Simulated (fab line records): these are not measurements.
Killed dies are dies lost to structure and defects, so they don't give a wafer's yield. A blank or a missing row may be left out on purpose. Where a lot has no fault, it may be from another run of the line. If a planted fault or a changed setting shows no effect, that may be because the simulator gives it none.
What tool caused it?	flow sky130	7 lots, 21 wafers sampled, at 2 steps of a route of 708

WHAT EACH GAUGE READ, for each wafer
SKY_LDD_P_TW_MEAS_11.
lot	measured	on	LDD_P_TW
L626	day 18 19:11	film_metro-04	639 636 639
L632	day 21 08:56	film_metro-02	30 30 30
L634	day 23 12:00	film_metro-03	30 30 30
L640	day 24 19:00	film_metro-02	623 622 622
L643	day 25 22:24	film_metro-03	630 629 629
L645	day 26 09:23	film_metro-02	624 623 626
L647	day 26 21:21	film_metro-02	624 624 624

WHAT TOOL EACH LOT RAN ON (gives the tool, then ch and the chambers of the sampled wafers, and finally the start)
lot	SKY_LDD_P_IMPLANT_09
L626	implanter-04 ch 0, day 18 18:58
L632	implanter-02, day 21 08:44
L634	implanter-04, day 23 11:46
L640	implanter-03 ch 0, day 24 18:45
L643	implanter-04 ch 0, day 25 22:10
L645	implanter-03 ch 0, day 26 09:08
L647	implanter-02 ch 0, day 26 21:07
- SKY_LDD_P_IMPLANT_09

THE ANSWER, worked out from the rows above alone
Rule: usual is defined by the lots themselves. Put in order of their means at a reading, lots are off if they are a third of the lots or fewer, leave a main group of 4 or more, and stand apart from it by a gap of 3 or more times the standard deviation of the main group's means; of several such gaps the widest counts. The tables above print the reading to a certain number of digits; a main group whose means all agree to those digits is not used. Also off: a lot with no number at a reading for which 4 or more lots have one. Any other lot the step has rows for is counted as sound.
Off: L632, L634, at SKY_LDD_P_TW_MEAS_11 (LDD_P_TW). The main group has a mean of 628 with a standard deviation of 5.7.
If a tool, at a process step before that reading, ran all the lots that are off and no sound lot after the first of them, it fits. Gauges at SKY_LDD_P_TW_MEAS_11: tried the same way as those tools. Not one of the candidates tried fits.

WHAT HAD BEEN PUT IN BY THE SIMULATOR
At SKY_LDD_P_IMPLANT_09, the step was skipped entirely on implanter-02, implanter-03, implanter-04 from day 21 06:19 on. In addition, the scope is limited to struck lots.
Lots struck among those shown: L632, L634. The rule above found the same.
